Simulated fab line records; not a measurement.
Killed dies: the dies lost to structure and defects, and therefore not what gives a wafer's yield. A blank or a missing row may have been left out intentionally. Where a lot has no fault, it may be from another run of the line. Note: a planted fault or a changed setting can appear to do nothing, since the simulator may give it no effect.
What tool caused it? + flow gf180mcu + 39 wafers from 13 lots sampled at 3 of the route's 602 steps

WHAT EACH GAUGE READ, for each wafer
GF_MIM_THK_MEAS_11: measures by xrf.
| lot  | measured     | on           | MIM_ALCU_THK (nm) |
|------|--------------|--------------|-------------------|
| L479 | day 24 18:27 | filmMetro-01 | 195.9 197.8 199.7 |
| L480 | day 25 02:23 | filmMetro-01 | 199.0 200.6 198.7 |
| L481 | day 25 12:01 | filmMetro-03 | 201.5 201.2 201.0 |
| L482 | day 25 19:53 | filmMetro-01 | 199.2 198.8 200.6 |
| L483 | day 26 01:17 | filmMetro-01 | 203.1 198.8 199.7 |
| L485 | day 26 17:05 | filmMetro-04 | 201.5 202.3 199.5 |
| L488 | day 27 18:08 | filmMetro-03 | 201.3 196.3 200.1 |
| L489 | day 28 03:27 | filmMetro-04 | 201.4 202.6 200.0 |
| L493 | day 29 05:43 | filmMetro-04 | 197.1 198.5 199.3 |
| L494 | day 29 08:37 | filmMetro-04 | 200.3 201.5 199.9 |
| L495 | day 29 15:48 | filmMetro-03 | 198.0 197.4 201.7 |
| L497 | day 30 09:39 | filmMetro-01 | 199.0 197.1 196.8 |
| L500 | day 31 01:41 | filmMetro-03 | 201.5 201.5 202.8 |

EACH LOT AND THE TOOL THAT RAN IT (in order: tool; ch and the chambers of the sampled wafers; start)
| lot  | GF_M4_SPUTTER_02            | GF_MIM_SPUTTER_09           |
|------|-----------------------------|-----------------------------|
| L479 | pvdSputter-04, day 22 17:35 | pvdSputter-02, day 24 18:16 |
| L480 | pvdSputter-04, day 23 02:35 | pvdSputter-02, day 25 02:14 |
| L481 | pvdSputter-02, day 23 12:40 | pvdSputter-02, day 25 11:52 |
| L482 | pvdSputter-04, day 23 20:16 | pvdSputter-02, day 25 19:44 |
| L483 | pvdSputter-02, day 24 03:01 | pvdSputter-02, day 26 01:08 |
| L485 | pvdSputter-04, day 24 19:34 | pvdSputter-01, day 26 16:56 |
| L488 | pvdSputter-04, day 25 21:50 | pvdSputter-02, day 27 17:58 |
| L489 | pvdSputter-04, day 26 06:52 | pvdSputter-02, day 28 03:16 |
| L493 | pvdSputter-03, day 27 10:37 | pvdSputter-01, day 29 05:34 |
| L494 | pvdSputter-02, day 27 14:09 | pvdSputter-04, day 29 08:28 |
| L495 | pvdSputter-03, day 27 21:41 | pvdSputter-01, day 29 15:38 |
| L497 | pvdSputter-03, day 28 16:05 | pvdSputter-04, day 30 09:29 |
| L500 | pvdSputter-04, day 29 10:02 | pvdSputter-04, day 31 01:31 |
- GF_M4_SPUTTER_02: material AlCu, target thk 450 nm, time 23.9 s.
- GF_MIM_SPUTTER_09: material TiN, target thk 35 nm, time 29.2 s.

AS READ BY THE TOOLS THEMSELVES (means over the sampled wafers that have a number; for cases with no such wafer, the mark the record gives instead)
GF_M4_SPUTTER_02.
| lot  | tool          | throttleValvePct (%) |
|------|---------------|----------------------|
| L479 | pvdSputter-04 | 30.0                 |
| L480 | pvdSputter-04 | 29.8                 |
| L481 | pvdSputter-02 | 29.2                 |
| L482 | pvdSputter-04 | 29.7                 |
| L483 | pvdSputter-02 | 29.9                 |
| L485 | pvdSputter-04 | 30.1                 |
| L488 | pvdSputter-04 | 30.5                 |
| L489 | pvdSputter-04 | 30.7                 |
| L493 | pvdSputter-03 | 31.2                 |
| L494 | pvdSputter-02 | 29.4                 |
| L495 | pvdSputter-03 | 31.2                 |
| L497 | pvdSputter-03 | 30.6                 |
| L500 | pvdSputter-04 | 30.2                 |

GF_MIM_SPUTTER_09.
| lot  | tool          | throttleValvePct (%) |
|------|---------------|----------------------|
| L479 | pvdSputter-02 | 29.9                 |
| L480 | pvdSputter-02 | 29.9                 |
| L481 | pvdSputter-02 | 30.2                 |
| L482 | pvdSputter-02 | 29.4                 |
| L483 | pvdSputter-02 | 29.2                 |
| L485 | pvdSputter-01 | 28.7                 |
| L488 | pvdSputter-02 | 29.3                 |
| L489 | pvdSputter-02 | 29.2                 |
| L493 | pvdSputter-01 | 28.5                 |
| L494 | pvdSputter-04 | 30.2                 |
| L495 | pvdSputter-01 | 29.8                 |
| L497 | pvdSputter-04 | 29.8                 |
| L500 | pvdSputter-04 | 30.6                 |

THE ANSWER, worked out from the rows above alone
Rule: usual is defined by the lots themselves. The widest of any qualifying gaps counts: lots, ordered by their means at a reading, are off when they make up no more than a third of the lots, leave a main group of 4 or more, and stand apart from it by 3 or more times the standard deviation of that group's means. The tables above print the reading to a certain number of digits; a main group whose means all agree to those digits is not used. A lot without any number at a reading at which 4 lots or more have one is off too. Any other lot the step has rows for is counted as sound. First the gauges in route order, then the tools' own readings, where a lot's mean is used as printed above. The first step at which some lot is off is used, and at that step the reading that is off furthest; a lot without a number counts as furthest.
No lot is off at any reading shown: from this, nothing can be told.

WHAT THE SIMULATOR HAD INSERTED
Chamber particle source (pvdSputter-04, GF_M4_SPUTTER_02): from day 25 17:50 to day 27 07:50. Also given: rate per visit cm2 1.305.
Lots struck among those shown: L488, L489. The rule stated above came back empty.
